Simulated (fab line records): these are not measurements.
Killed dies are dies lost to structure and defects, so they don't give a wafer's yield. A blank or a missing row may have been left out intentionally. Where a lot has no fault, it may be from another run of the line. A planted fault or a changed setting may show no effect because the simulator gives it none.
Which of the tools did it?    flow sky130    18 wafers sampled from 6 lots at 1 step of a route of 708

WHAT THE GAUGES READ, wafer by wafer
SKY_METAL3_CD_MEAS_13: target cd 300 nm.
lot   measured      on         cd_nm (nm)
L753  day 39 06:59  cd_sem-01  299.6 300.5 299.0
L759  day 40 22:37  cd_sem-02  301.1 300.3 301.4
L761  day 41 17:08  cd_sem-01  301.0 299.6 300.8
L765  day 42 16:33  cd_sem-01  299.0 299.6 298.9
L770  day 44 06:23  cd_sem-02  300.9 300.5 300.2
L774  day 45 02:41  cd_sem-02  298.6 300.3 299.7

WHAT TOOL EACH LOT RAN ON (gives the tool, then ch and the chambers of the sampled wafers, and finally the start)
Before these readings, the record contains no process step.

THE ANSWER, worked out from the rows above alone
Rule: what is usual is taken from the lots themselves. The widest of any qualifying gaps counts: lots, ordered by their means at a reading, are off when they make up no more than a third of the lots, leave a main group of 4 or more, and stand apart from it by 3 or more times the standard deviation of that group's means. A main group is skipped when, at the precision printed for the reading in the tables above, its means are all equal. Also off: a lot with no number at a reading for which 4 or more lots have one. Where the step has rows for the other lots, those lots are counted as sound.
Across all readings shown, no lot is off: no conclusion can be drawn from this.

WHAT HAD BEEN PUT IN BY THE SIMULATOR
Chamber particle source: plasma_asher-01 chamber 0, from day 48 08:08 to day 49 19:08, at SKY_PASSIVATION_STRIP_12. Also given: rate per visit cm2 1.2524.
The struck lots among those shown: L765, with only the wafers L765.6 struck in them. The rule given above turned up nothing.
